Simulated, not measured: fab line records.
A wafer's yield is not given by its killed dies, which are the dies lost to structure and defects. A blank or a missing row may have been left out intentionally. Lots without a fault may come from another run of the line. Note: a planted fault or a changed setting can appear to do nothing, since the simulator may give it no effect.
Which tool is to blame? + flow sky130 + Sampling: 12 lots, 34 wafers, 5 of 708 route steps

== WHAT THE GAUGES SHOWED, per wafer ==
SKY_METAL5_RS_MEAS_05: uses a four-point probe to measure. Usual: METAL5_ALCU_RS 0.02706 ohm/sq, standard deviation 0.00027.
| lot  | measured     | on            | METAL5_ALCU_RS (ohm/sq)         | flag |
|------|--------------|---------------|---------------------------------|------|
| L342 | day 42 13:31 | film_metro-04 | 0.02719 0.02722 0.02739         |      |
| L343 | day 43 08:08 | film_metro-03 | 0.02676 0.02631 0.02665         |      |
| L344 | day 43 08:26 | film_metro-03 | 0.02701 0.02692 0.02714         |      |
| L345 | day 44 03:15 | film_metro-02 | 0.02672 0.02698 0.02663         |      |
| L346 | day 44 06:20 | film_metro-03 | 0.02715 0.02693 0.02719         |      |
| L348 | day 44 19:47 | film_metro-02 | 0.02691 0.02743 0.02721         |      |
| L349 | day 44 23:01 | film_metro-02 | 0.02699 0.02711 0.02732         |      |
| L357 | day 46 22:43 | film_metro-03 | 0.02754 0.03181 0.02749 0.03177 | OFF  |
| L358 | day 47 03:28 | film_metro-04 | 0.02647 0.03028 0.02655 0.03025 | OFF  |
| L360 | day 47 11:32 | film_metro-02 | 0.02723 0.02738 0.02722         |      |
| L364 | day 48 14:02 | film_metro-04 | 0.02688 0.02717 0.02699         |      |
| L365 | day 48 16:56 | film_metro-02 | 0.02681 0.02675 0.02676         |      |

SKY_METAL5_THK_MEAS_06: measures by xrf. Usual: METAL5_ALCU_THK 1171 nm, standard deviation 13.
| lot  | measured     | on            | METAL5_ALCU_THK (nm) | flag |
|------|--------------|---------------|----------------------|------|
| L342 | day 42 13:38 | film_metro-04 | 1159 1153 1149       |      |
| L343 | day 43 08:15 | film_metro-03 | 1180 1196 1186       |      |
| L344 | day 43 08:33 | film_metro-03 | 1177 1178 1173       |      |
| L345 | day 44 03:21 | film_metro-02 | 1201 1183 1193       |      |
| L346 | day 44 06:27 | film_metro-03 | 1180 1186 1169       |      |
| L348 | day 44 19:54 | film_metro-02 | 1177 1157 1175       |      |
| L349 | day 44 23:07 | film_metro-02 | 1181 1174 1164       |      |
| L357 | day 47 06:47 | film_metro-03 | 1151 999 1148 998    | OFF  |
| L358 | day 47 05:41 | film_metro-04 | 1178 1028 1175 1030  | OFF  |
| L360 | day 47 11:40 | film_metro-02 | 1167 1153 1158       |      |
| L364 | day 48 14:09 | film_metro-04 | 1179 1171 1172       |      |
| L365 | day 48 17:02 | film_metro-02 | 1183 1184 1187       |      |

== EACH LOT AND THE TOOL THAT RAN IT (in order: tool; ch and the chambers of the sampled wafers; start) ==
| lot  | SKY_CAP2M_METAL_ETCH_13           | SKY_CAP2M_STRIP_14                   | SKY_METAL5_SPUTTER_02        |
|------|-----------------------------------|--------------------------------------|------------------------------|
| L342 | rie_metal-04 ch 1, day 40 09:17   | plasma_asher-04 ch 0,1, day 40 09:22 | pvd_sputter-03, day 42 13:23 |
| L343 | rie_metal-04 ch 0,1, day 41 05:34 | plasma_asher-02 ch 1, day 41 05:39   | pvd_sputter-04, day 43 08:01 |
| L344 | rie_metal-02 ch 0, day 41 05:52   | plasma_asher-01 ch 0,1, day 41 06:01 | pvd_sputter-01, day 43 08:19 |
| L345 | rie_metal-02 ch 0,1, day 42 01:39 | plasma_asher-01 ch 0,1, day 42 01:44 | pvd_sputter-03, day 44 03:05 |
| L346 | rie_metal-04 ch 0,1, day 42 05:39 | plasma_asher-01 ch 0,1, day 42 05:43 | pvd_sputter-01, day 44 06:12 |
| L348 | rie_metal-01 ch 0,1, day 42 19:53 | plasma_asher-04 ch 0,1, day 42 19:58 | pvd_sputter-03, day 44 19:39 |
| L349 | rie_metal-01 ch 0,1, day 42 21:55 | plasma_asher-01 ch 0,1, day 42 22:01 | pvd_sputter-01, day 44 22:51 |
| L357 | rie_metal-01 ch 0, day 45 02:16   | plasma_asher-02 ch 1, day 45 02:24   | pvd_sputter-03, day 46 22:35 |
| L358 | rie_metal-02 ch 1, day 45 05:08   | plasma_asher-02 ch 0,1, day 45 05:13 | pvd_sputter-03, day 47 03:19 |
| L360 | rie_metal-04 ch 0,1, day 45 13:36 | plasma_asher-02 ch 0,1, day 45 13:41 | pvd_sputter-04, day 47 11:25 |
| L364 | rie_metal-02 ch 0,1, day 46 18:39 | plasma_asher-01 ch 0,1, day 46 18:44 | pvd_sputter-04, day 48 13:54 |
| L365 | rie_metal-01 ch 0,1, day 46 21:32 | plasma_asher-01 ch 0,1, day 46 21:37 | pvd_sputter-01, day 48 16:47 |
- SKY_CAP2M_METAL_ETCH_13: etches TiN in Cl2/BCl3, stops on SiO2, target depth 220 nm, time 62.9 s.
- SKY_CAP2M_STRIP_14: strips in O2/N2.
- SKY_METAL5_SPUTTER_02: material AlCu, target thk 1150 nm, time 61.2 s.

== WHAT THE TOOLS THEMSELVES READ (means of the sampled wafers that have a number; where no wafer has one, the mark that the record gives instead) ==
SKY_CAP2M_METAL_ETCH_13. Usual: bias_w 48.50 W, standard deviation 0.15; drypump_motor_current_A 6.0 A, standard deviation 0.34; oes_product_au 0.939 a.u., standard deviation 0.0082; throttle_valve_pct 21.904 %, standard deviation 0.01.
| lot  | tool         | bias_w (W) | drypump_motor_current_A (A) | oes_product_au (a.u.) | throttle_valve_pct (%) | flag |
|------|--------------|------------|-----------------------------|-----------------------|------------------------|------|
| L342 | rie_metal-04 | 48.64      | 6.5                         | 0.940                 | 21.908                 |      |
| L343 | rie_metal-04 | 48.46      | 5.9                         | 0.936                 | 21.905                 |      |
| L344 | rie_metal-02 | 48.41      | 5.6                         | 0.944                 | 21.905                 |      |
| L345 | rie_metal-02 | 48.33      | 6.1                         | 0.934                 | 21.903                 |      |
| L346 | rie_metal-04 | 48.40      | 6.2                         | 0.941                 | 21.900                 |      |
| L348 | rie_metal-01 | 48.49      | 5.8                         | 0.946                 | 21.896                 |      |
| L349 | rie_metal-01 | 48.43      | 5.8                         | 0.943                 | 21.911                 |      |
| L357 | rie_metal-01 | 48.47      | 5.8                         | 0.941                 | 21.889                 |      |
| L358 | rie_metal-02 | 48.45      | 6.3                         | 0.929                 | 21.916                 |      |
| L360 | rie_metal-04 | 48.38      | 5.8                         | 0.928                 | 21.911                 |      |
| L364 | rie_metal-02 | 48.49      | 5.9                         | 0.934                 | 21.902                 |      |
| L365 | rie_metal-01 | 48.44      | 5.8                         | 0.948                 | 21.890                 |      |

SKY_CAP2M_STRIP_14. Usual: drypump_motor_current_A 5.8 A, standard deviation 0.49; oes_product_au 0.710 a.u., standard deviation 0.0042; strip_time_to_endpoint_s 12.67 s, standard deviation 0.056.
| lot  | tool            | drypump_motor_current_A (A) | oes_product_au (a.u.) | strip_time_to_endpoint_s (s) | flag |
|------|-----------------|-----------------------------|-----------------------|------------------------------|------|
| L342 | plasma_asher-04 | 5.7                         | 0.711                 | 12.59                        |      |
| L343 | plasma_asher-02 | 5.8                         | 0.710                 | 12.60                        |      |
| L344 | plasma_asher-01 | 5.9                         | 0.702                 | 12.68                        |      |
| L345 | plasma_asher-01 | 5.6                         | 0.713                 | 12.64                        |      |
| L346 | plasma_asher-01 | 5.5                         | 0.708                 | 12.58                        |      |
| L348 | plasma_asher-04 | 5.3                         | 0.712                 | 12.74                        |      |
| L349 | plasma_asher-01 | 5.9                         | 0.709                 | 12.65                        |      |
| L357 | plasma_asher-02 | 5.8                         | 0.712                 | 12.64                        |      |
| L358 | plasma_asher-02 | 5.9                         | 0.708                 | 12.79                        |      |
| L360 | plasma_asher-02 | 5.9                         | 0.710                 | 12.75                        |      |
| L364 | plasma_asher-01 | 5.5                         | 0.706                 | 12.71                        |      |
| L365 | plasma_asher-01 | 5.9                         | 0.708                 | 12.66                        |      |

SKY_METAL5_SPUTTER_02. Usual: 30.1 % for throttle_valve_pct, sd 1.1.
| lot  | tool           | throttle_valve_pct (%) | flag |
|------|----------------|------------------------|------|
| L342 | pvd_sputter-03 | 30.4                   |      |
| L343 | pvd_sputter-04 | 29.6                   |      |
| L344 | pvd_sputter-01 | 29.7                   |      |
| L345 | pvd_sputter-03 | 30.0                   |      |
| L346 | pvd_sputter-01 | 29.4                   |      |
| L348 | pvd_sputter-03 | 30.7                   |      |
| L349 | pvd_sputter-01 | 30.1                   |      |
| L357 | pvd_sputter-03 | 30.2                   |      |
| L358 | pvd_sputter-03 | 29.6                   |      |
| L360 | pvd_sputter-04 | 30.5                   |      |
| L364 | pvd_sputter-04 | 29.4                   |      |
| L365 | pvd_sputter-01 | 29.3                   |      |

== THE ANSWER, worked out from the rows above alone ==
Rule: a lot is off if the mean of its wafers that have a number lies more than 3 standard deviations from the usual mean. A lot without any number at a reading at which 4 lots or more have one is off too. All remaining lots with rows at the step are treated as sound. Order of review: gauges by route order, followed by the tools' own readings, for which a lot's mean as printed above is used. The first step at which some lot is off is used, and at that step the reading that is off furthest; a lot without a number counts as furthest.
Off: at SKY_METAL5_RS_MEAS_05 (METAL5_ALCU_RS), L357, L358.
A tool fits if, at a process step before that reading, it ran every lot that is off, and no sound lot after the first of them. The gauges at SKY_METAL5_RS_MEAS_05 are tried like those tools. One fits: SKY_METAL5_SPUTTER_02 on pvd_sputter-03. Its last sound lot is L348 (day 44 19:39), its first lot that is off L357 (day 46 22:35): a fault that began between those two fits.

== WHAT THE SIMULATOR HAD INSERTED ==
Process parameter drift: pvd_sputter-03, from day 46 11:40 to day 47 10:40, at SKY_METAL5_SPUTTER_02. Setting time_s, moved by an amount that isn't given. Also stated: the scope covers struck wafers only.
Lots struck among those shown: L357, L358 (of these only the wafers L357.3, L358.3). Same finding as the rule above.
